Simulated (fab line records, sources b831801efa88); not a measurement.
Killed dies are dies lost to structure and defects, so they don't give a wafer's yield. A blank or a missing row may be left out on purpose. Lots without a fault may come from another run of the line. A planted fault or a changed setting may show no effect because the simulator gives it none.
Problem report in the 8D (eight disciplines) form, filled by code | flow gf180mcu | the parts of the form that need people (team, actions taken, sign-off) are left out

1. THE PROBLEM
plate_temp_C at GF_NWELL_SOFTBAKE_03 reads a mean of 108.19 C on 6 wafers of 2 lots; wafers without a fault read 110.00 C with a standard deviation of 0.14. That is -13 standard deviations from the usual mean.
First seen on wafer L754.1, day 4 20:25, on litho_track-03. The record holds 42 wafers of 14 lots with a number at this step. Rule for "out", or "out of limits": more than 4 standard deviations from the usual mean. The other wafers with a number count as sound.

2. WHAT IT IS AND WHAT IT IS NOT
question                    | is                                 | is not
which readings at this step | plate_temp_C, heater_power_total_W | exhaust_pa
which lots                  | L754, L760                         | L747, L749, L750, L751, L752, L753, L759, L762, L765, L766, L768, L769
which wafers of those lots  | all that have a number             | -
read on which tools         | litho_track-03                     | litho_track-01, litho_track-04
when                        | from day 4 20:25                   | up to then (18 sound wafers); but 18 sound wafers of L759, L762, L765, L766, L768, L769 came after

3. SUSPECTS, AND WHAT RULES EACH OUT
Counting: a tool at a process step up to the reading stays a suspect if it ran every lot that is out and no sound lot after the first of them.
- litho_track-03 at GF_NWELL_SOFTBAKE_03: ruled out as a lasting fault. Sound lots L769 ran on it after its first lot that is out, L754 (day 4 20:25).
Left after counting: nothing in the record.

4. THE CAUSE (what the simulator had put in)
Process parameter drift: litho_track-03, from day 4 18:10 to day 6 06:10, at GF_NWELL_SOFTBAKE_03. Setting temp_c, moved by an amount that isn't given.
Counting ruled it out, wrongly.

5. THE CHAIN OF EFFECTS, in route order
Each row: a reading whose mean over the struck wafers that have a number lies more than 3 standard deviations from the usual. Only readings for which the record gives a usual standard deviation are gone through. hours: the time from each lot's start at the first step in this table that gives one to its start at this step, as a median over the lots. sigmas: the change in usual standard deviations.
hours | step                 | reading              | usual    | on struck wafers | change | sigmas
0     | GF_NWELL_SOFTBAKE_03 | heater_power_total_W | 65.32 W  | 63.78            | -1.54  | -11
0     | GF_NWELL_SOFTBAKE_03 | plate_temp_C         | 110.00 C | 108.19           | -1.81  | -13
The process steps in it:
- GF_NWELL_SOFTBAKE_03
Later measuring or inspecting steps at which every struck wafer that the step has a row for has a number for every such reading, and none has moved that far: GF_POLY_GATE_THK_MEAS_17, GF_HV_LDD_OVL_MEAS_20.

6. WHAT WOULD HAVE CAUGHT IT SOONER
In this record the first reading out of limits was taken at day 4 20:25, 2 hours after the fault began at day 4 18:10.
